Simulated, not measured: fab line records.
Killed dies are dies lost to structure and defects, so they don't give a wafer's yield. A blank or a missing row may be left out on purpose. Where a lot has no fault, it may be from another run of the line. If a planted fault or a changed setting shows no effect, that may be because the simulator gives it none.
Which tool is to blame?	flow sky130	Sampling: 24 lots, 72 wafers, 6 of 708 route steps

== WHAT THE GAUGES SHOWED, per wafer ==
SKY_LI_CONTACT_OVL_MEAS_13. Usual: LI_CONTACT_OVL typically reads 0 nm, with standard deviation 5.
lot	measured	on	LI_CONTACT_OVL (nm)	flag
L074	day 29 09:32	overlay-02	8 10 13	
L075	day 29 12:46	overlay-02	0 4 0	
L076	day 29 16:59	overlay-01	-3 0 -6	
L078	day 29 18:46	overlay-01	-7 -3 0	
L077	day 30 07:39	overlay-02	1 7 -1	
L079	day 30 11:32	overlay-02	-5 -5 -1	
L080	day 30 20:35	overlay-01	-2 -1 -2	
L081	day 31 17:08	overlay-02	-3 -3 -4	
L082	day 31 18:08	overlay-02	1 1 0	
L083	day 31 21:47	overlay-02	7 5 6	
L084	day 32 05:13	overlay-01	-3 -3 -1	
L085	day 32 13:08	overlay-01	-2 -5 -5	
L086	day 32 19:30	overlay-02	4 6 11	
L087	day 33 05:28	overlay-02	6 10 7	
L088	day 33 17:17	overlay-02	-4 -5 0	
L089	day 33 23:15	overlay-01	10 11 6	
L090	day 34 07:56	overlay-02	3 4 3	
L091	day 34 18:17	overlay-01	8 3 6	
L092	day 34 19:37	overlay-02	-3 -1 0	
L093	day 35 05:13	overlay-02	-2 0 4	
L094	day 35 08:22	overlay-01	4 1 2	
L095	day 35 18:59	overlay-02	3 -1 1	
L096	day 36 01:53	overlay-02	-4 -9 -4	
L097	day 36 18:17	overlay-02	-2 -5 -3	

SKY_METAL1_OVL_MEAS_16. Usual: METAL1_OVL typically reads -5 nm, with standard deviation 5.3.
lot	measured	on	METAL1_OVL (nm)	flag
L074	day 32 23:01	overlay-02	-3 -2 2	
L075	day 33 03:40	overlay-01	-5 -6 -4	
L076	day 33 07:22	overlay-01	-15 -17 -7	
L078	day 33 09:01	overlay-01	-10 -4 -5	
L077	day 33 21:08	overlay-01	5 2 3	
L079	day 34 01:16	overlay-01	1 0 6	
L080	day 34 09:56	overlay-01	-3 0 1	
L081	day 35 06:02	overlay-02	-2 -6 -2	
L082	day 35 06:07	overlay-01	6 -1 5	
L083	day 35 10:20	overlay-02	-5 -8 -9	
L084	day 35 17:02	overlay-02	-14 -9 -18	
L085	day 36 00:16	overlay-02	-3 -9 -6	
L086	day 36 06:14	overlay-01	-8 -10 -8	
L087	day 36 17:10	overlay-02	-2 -5 -3	
L088	day 37 03:53	overlay-01	-7 -4 -11	
L089	day 37 08:32	overlay-01	-3 -1 -4	
L090	day 37 18:30	overlay-01	-7 -3 -5	
L091	day 38 04:41	overlay-02	-11 -15 -9	
L092	day 38 05:35	overlay-02	-5 -2 -6	
L093	day 38 14:20	overlay-01	2 -6 -5	
L094	day 38 17:56	overlay-02	-3 -9 -6	
L095	day 39 04:08	overlay-02	-8 -16 -13	
L096	day 39 10:38	overlay-02	-2 -5 -7	
L097	day 40 01:45	overlay-02	-13 -7 -9	

== WHICH TOOL RAN EACH LOT (tool, then ch and the chambers of the sampled wafers, then the start) ==
lot	SKY_LDD_N_STRIP_16	SKY_LI_CONTACT_ETCH_14	SKY_LOCAL_INTERCONNECT_SPUTTER_00	SKY_CONTACT_ETCH_17
L074	plasma_asher-02 ch 0,1, day 18 02:30	rie_diel-03 ch 1,2,3, day 29 09:35	pvd_sputter-02, day 29 10:44	rie_diel-03 ch 1,2,3, day 31 19:07
L075	plasma_asher-03 ch 0,1, day 18 04:34	rie_diel-01 ch 1,2,3, day 29 12:49	pvd_sputter-01, day 29 13:59	rie_diel-01 ch 0,1,3, day 31 23:28
L076	plasma_asher-02 ch 1, day 18 04:52	rie_diel-03 ch 0,1,3, day 29 17:02	pvd_sputter-02, day 29 18:11	rie_diel-01 ch 0,1,2, day 32 02:13
L078	plasma_asher-02 ch 0,1, day 18 12:39	rie_diel-03 ch 0,1,3, day 29 18:49	pvd_sputter-01, day 29 19:59	rie_diel-02 ch 1,2,3, day 32 04:46
L077	plasma_asher-04 ch 0,1, day 18 15:10	rie_diel-04 ch 1,2, day 30 07:41	pvd_sputter-01, day 30 08:50	rie_diel-02 ch 2,3, day 32 17:16
L079	plasma_asher-03 ch 0,1, day 19 05:17	rie_diel-03 ch 0,1,2, day 30 11:35	pvd_sputter-01, day 30 12:46	rie_diel-03 ch 1,2,3, day 32 21:04
L080	plasma_asher-04 ch 0,1, day 19 14:05	rie_diel-01 ch 0,1,2, day 30 20:37	pvd_sputter-01, day 30 21:47	rie_diel-01 ch 0,1,2, day 33 05:49
L081	plasma_asher-03 ch 0,1, day 20 02:05	rie_diel-03 ch 0,1,3, day 31 17:10	pvd_sputter-01, day 31 18:30	rie_diel-01 ch 0,2, day 34 02:16
L082	plasma_asher-04 ch 0,1, day 20 09:29	rie_diel-01 ch 0,1,2, day 31 18:10	pvd_sputter-02, day 31 19:20	rie_diel-03 ch 0,1,2, day 34 02:37
L083	plasma_asher-03 ch 0,1, day 20 18:04	rie_diel-01 ch 0,1,3, day 31 21:49	pvd_sputter-01, day 31 22:59	rie_diel-03 ch 0,2,3, day 34 06:46
L084	plasma_asher-03 ch 1, day 21 02:44	rie_diel-01 ch 1,3, day 32 05:16	pvd_sputter-04, day 32 06:26	rie_diel-01 ch 0,2,3, day 34 13:16
L085	plasma_asher-03 ch 0,1, day 21 10:59	rie_diel-03 ch 2,3, day 32 13:10	pvd_sputter-04, day 32 14:20	rie_diel-03 ch 0,1,2, day 34 20:37
L086	plasma_asher-03 ch 0,1, day 21 20:33	rie_diel-04 ch 1,2,3, day 32 19:32	pvd_sputter-02, day 32 20:42	rie_diel-02 ch 0,1, day 35 02:55
L087	plasma_asher-04 ch 0,1, day 22 04:54	rie_diel-04 ch 1,2,3, day 33 05:31	pvd_sputter-04, day 33 06:41	rie_diel-01 ch 0,1,2, day 35 13:16
L088	plasma_asher-02 ch 0,1, day 22 21:28	rie_diel-04 ch 0,1, day 33 17:19	pvd_sputter-01, day 33 18:29	rie_diel-03 ch 1,3, day 36 00:28
L089	plasma_asher-03 ch 0,1, day 23 04:44	rie_diel-01 ch 0,1, day 33 23:17	pvd_sputter-01, day 34 00:27	rie_diel-02 ch 1,2,3, day 36 05:19
L090	plasma_asher-02 ch 0,1, day 23 14:40	rie_diel-01 ch 0,1,2, day 34 07:58	pvd_sputter-02, day 34 09:08	rie_diel-03 ch 0,3, day 36 14:55
L091	plasma_asher-02 ch 0,1, day 23 22:48	rie_diel-03 ch 1,3, day 34 18:19	pvd_sputter-04, day 34 19:29	rie_diel-02 ch 0,1,2, day 37 01:10
L092	plasma_asher-03 ch 0,1, day 24 03:18	rie_diel-04 ch 1,2,3, day 34 19:40	pvd_sputter-02, day 34 20:50	rie_diel-02 ch 0,1,2, day 37 02:10
L093	plasma_asher-03 ch 0, day 24 14:52	rie_diel-04 ch 0,3, day 35 05:16	pvd_sputter-02, day 35 06:26	rie_diel-02 ch 1,2, day 37 11:04
L094	plasma_asher-02 ch 0,1, day 24 16:17	rie_diel-04 ch 0,1,3, day 35 08:25	pvd_sputter-04, day 35 09:35	rie_diel-02 ch 1,2, day 37 14:34
L095	plasma_asher-02 ch 0,1, day 25 03:02	rie_diel-03 ch 0,2,3, day 35 19:01	pvd_sputter-01, day 35 20:12	rie_diel-02 ch 0,1, day 38 01:34
L096	plasma_asher-04 ch 0,1, day 25 14:40	rie_diel-01 ch 2,3, day 36 01:55	pvd_sputter-02, day 36 03:06	rie_diel-02 ch 0,3, day 38 08:43
L097	plasma_asher-02 ch 0,1, day 26 09:58	rie_diel-03 ch 0,1,2, day 36 18:19	pvd_sputter-04, day 36 19:29	rie_diel-01 ch 2,3, day 38 23:49
- SKY_LDD_N_STRIP_16: strips in O2/N2.
- SKY_LI_CONTACT_ETCH_14: etches BARC in N2/H2, stops on SiO2, time 45.9 s, target depth 60 nm.
- SKY_LOCAL_INTERCONNECT_SPUTTER_00: material TiN, target thk 100 nm, time 83.3 s.
- SKY_CONTACT_ETCH_17: etches SiO2 in C4F8/O2/Ar, stops on Si3N4, target depth 340 nm.

== WHAT THE TOOLS THEMSELVES READ (means of the sampled wafers that have a number; where no wafer has one, the mark that the record gives instead) ==
SKY_LDD_N_STRIP_16. Usual: drypump_motor_current_A 5.4 A, standard deviation 0.46; n2_flow_sccm 299.9 sccm, standard deviation 0.89; oes_product_au 0.406 a.u., standard deviation 0.0048; strip_time_to_endpoint_s 4.312 s, standard deviation 0.017.
lot	tool	drypump_motor_current_A (A)	n2_flow_sccm (sccm)	oes_product_au (a.u.)	strip_time_to_endpoint_s (s)	flag
L074	plasma_asher-02	5.7	300.2	0.404	4.314	
L075	plasma_asher-03	4.9	299.4	0.402	4.301	
L076	plasma_asher-02	5.5	298.4	0.407	4.308	
L078	plasma_asher-02	5.9	299.7	0.407	4.293	
L077	plasma_asher-04	5.7	298.8	0.405	4.330	
L079	plasma_asher-03	4.9	300.1	0.406	4.300	
L080	plasma_asher-04	5.6	300.1	0.409	4.297	
L081	plasma_asher-03	4.9	300.3	0.410	4.319	
L082	plasma_asher-04	5.7	300.1	0.409	4.322	
L083	plasma_asher-03	4.9	299.8	0.405	4.280	
L084	plasma_asher-03	5.0	299.4	0.405	4.339	
L085	plasma_asher-03	4.9	300.4	0.408	4.335	
L086	plasma_asher-03	5.0	300.6	0.407	4.297	
L087	plasma_asher-04	5.6	299.9	0.404	4.314	
L088	plasma_asher-02	5.9	300.2	0.407	4.309	
L089	plasma_asher-03	4.9	299.6	0.409	4.329	
L090	plasma_asher-02	5.9	300.1	0.409	4.313	
L091	plasma_asher-02	5.7	300.4	0.406	4.286	
L092	plasma_asher-03	4.9	301.1	0.404	4.313	
L093	plasma_asher-03	4.8	299.2	0.408	4.335	
L094	plasma_asher-02	5.7	298.9	0.404	4.333	
L095	plasma_asher-02	5.7	299.7	0.404	4.324	
L096	plasma_asher-04	5.7	300.9	0.407	4.315	
L097	plasma_asher-02	5.7	299.2	0.406	4.296	

SKY_LI_CONTACT_ETCH_14. Usual: bias_w 100.04 W, standard deviation 0.3; drypump_motor_current_A 5.8 A, standard deviation 0.45; h2_flow_sccm 199.9 sccm, standard deviation 0.65; n2_flow_sccm 100.00 sccm, standard deviation 0.27; oes_product_au 0.854 a.u., standard deviation 0.005; throttle_valve_pct 13.226 %, standard deviation 0.0092.
lot	tool	bias_w (W)	drypump_motor_current_A (A)	h2_flow_sccm (sccm)	n2_flow_sccm (sccm)	oes_product_au (a.u.)	throttle_valve_pct (%)	flag
L074	rie_diel-03	100.11	5.7	200.0	100.08	0.850	13.224	
L075	rie_diel-01	99.95	5.9	200.4	100.00	0.855	13.225	
L076	rie_diel-03	99.99	5.8	199.7	99.93	0.852	13.229	
L078	rie_diel-03	100.27	5.8	200.1	100.08	0.853	13.226	
L077	rie_diel-04	100.01	5.9	199.6	100.03	0.855	13.213	
L079	rie_diel-03	100.36	5.8	200.2	99.63	0.855	13.227	
L080	rie_diel-01	100.03	6.0	200.6	100.16	0.854	13.237	
L081	rie_diel-03	100.23	5.8	200.6	100.05	0.856	13.228	
L082	rie_diel-01	100.22	6.0	199.9	99.92	0.856	13.214	
L083	rie_diel-01	100.15	6.0	199.9	100.20	0.853	13.219	
L084	rie_diel-01	100.09	5.9	199.9	100.26	0.851	13.222	
L085	rie_diel-03	99.75	5.5	200.0	99.77	0.848	13.217	
L086	rie_diel-04	100.00	5.5	199.9	100.11	0.847	13.230	
L087	rie_diel-04	100.07	5.5	199.5	100.17	0.856	13.231	
L088	rie_diel-04	100.23	5.9	199.7	99.95	0.852	13.230	
L089	rie_diel-01	99.78	5.9	199.9	99.59	0.857	13.225	
L090	rie_diel-01	100.13	6.0	200.3	99.64	0.851	13.233	
L091	rie_diel-03	100.03	5.9	199.5	100.35	0.849	13.228	
L092	rie_diel-04	100.06	5.4	199.9	99.77	0.859	13.215	
L093	rie_diel-04	99.86	5.9	199.8	99.61	0.859	13.220	
L094	rie_diel-04	99.60	5.4	200.1	99.96	0.856	13.222	
L095	rie_diel-03	100.03	5.6	199.7	100.22	0.856	13.220	
L096	rie_diel-01	99.93	6.0	199.3	99.97	0.854	13.231	
L097	rie_diel-03	100.25	5.8	200.0	99.63	0.853	13.226	

SKY_LOCAL_INTERCONNECT_SPUTTER_00. Usual: substrate_temp_c 300.00 C, standard deviation 0.18; throttle_valve_pct 30.4 %, standard deviation 1.4.
lot	tool	substrate_temp_c (C)	throttle_valve_pct (%)	flag
L074	pvd_sputter-02	299.98	29.5	
L075	pvd_sputter-01	300.02	31.5	
L076	pvd_sputter-02	299.99	30.7	
L078	pvd_sputter-01	300.06	30.6	
L077	pvd_sputter-01	299.95	30.5	
L079	pvd_sputter-01	300.03	31.6	
L080	pvd_sputter-01	299.79	30.4	
L081	pvd_sputter-01	299.94	30.6	
L082	pvd_sputter-02	300.00	29.2	
L083	pvd_sputter-01	299.98	30.6	
L084	pvd_sputter-04	300.13	29.2	
L085	pvd_sputter-04	300.02	29.8	
L086	pvd_sputter-02	300.00	29.3	
L087	pvd_sputter-04	300.11	30.4	
L088	pvd_sputter-01	300.06	30.6	
L089	pvd_sputter-01	300.07	30.7	
L090	pvd_sputter-02	299.87	29.7	
L091	pvd_sputter-04	300.04	30.0	
L092	pvd_sputter-02	300.04	29.3	
L093	pvd_sputter-02	300.04	29.2	
L094	pvd_sputter-04	300.11	29.4	
L095	pvd_sputter-01	300.12	29.7	
L096	pvd_sputter-02	300.08	29.9	
L097	pvd_sputter-04	300.10	31.0	

SKY_CONTACT_ETCH_17. Usual: bias_w 1200 W, standard deviation 3.5; oes_product_au 0.891 a.u., standard deviation 0.0047.
lot	tool	bias_w (W)	oes_product_au (a.u.)	flag
L074	rie_diel-03	1199	0.892	
L075	rie_diel-01	1202	0.888	
L076	rie_diel-01	1205	0.892	
L078	rie_diel-02	1201	0.892	
L077	rie_diel-02	1197	0.888	
L079	rie_diel-03	1198	0.891	
L080	rie_diel-01	1198	0.892	
L081	rie_diel-01	1198	0.892	
L082	rie_diel-03	1198	0.894	
L083	rie_diel-03	1200	0.894	
L084	rie_diel-01	1202	0.891	
L085	rie_diel-03	1200	0.892	
L086	rie_diel-02	1202	0.889	
L087	rie_diel-01	1202	0.887	
L088	rie_diel-03	1201	0.889	
L089	rie_diel-02	1201	0.891	
L090	rie_diel-03	1199	0.898	
L091	rie_diel-02	1201	0.893	
L092	rie_diel-02	1198	0.890	
L093	rie_diel-02	1199	0.890	
L094	rie_diel-02	1202	0.896	
L095	rie_diel-02	1197	0.892	
L096	rie_diel-02	1199	0.892	
L097	rie_diel-01	1202	0.890	

== THE ANSWER, worked out from the rows above alone ==
Rule: lot off if the mean of its wafers having a number is beyond 3 standard deviations from the usual mean. A lot without any number at a reading at which 4 lots or more have one is off too. Any other lot the step has rows for is counted as sound. First the gauges in route order, then the tools' own readings, where a lot's mean is used as printed above. At the first step where some lot is off, the reading lying furthest off is the one used; lots without a number count as furthest.
Nothing can be told from this: no lot is off at any reading shown.

== WHAT WAS PUT IN BY THE SIMULATOR ==
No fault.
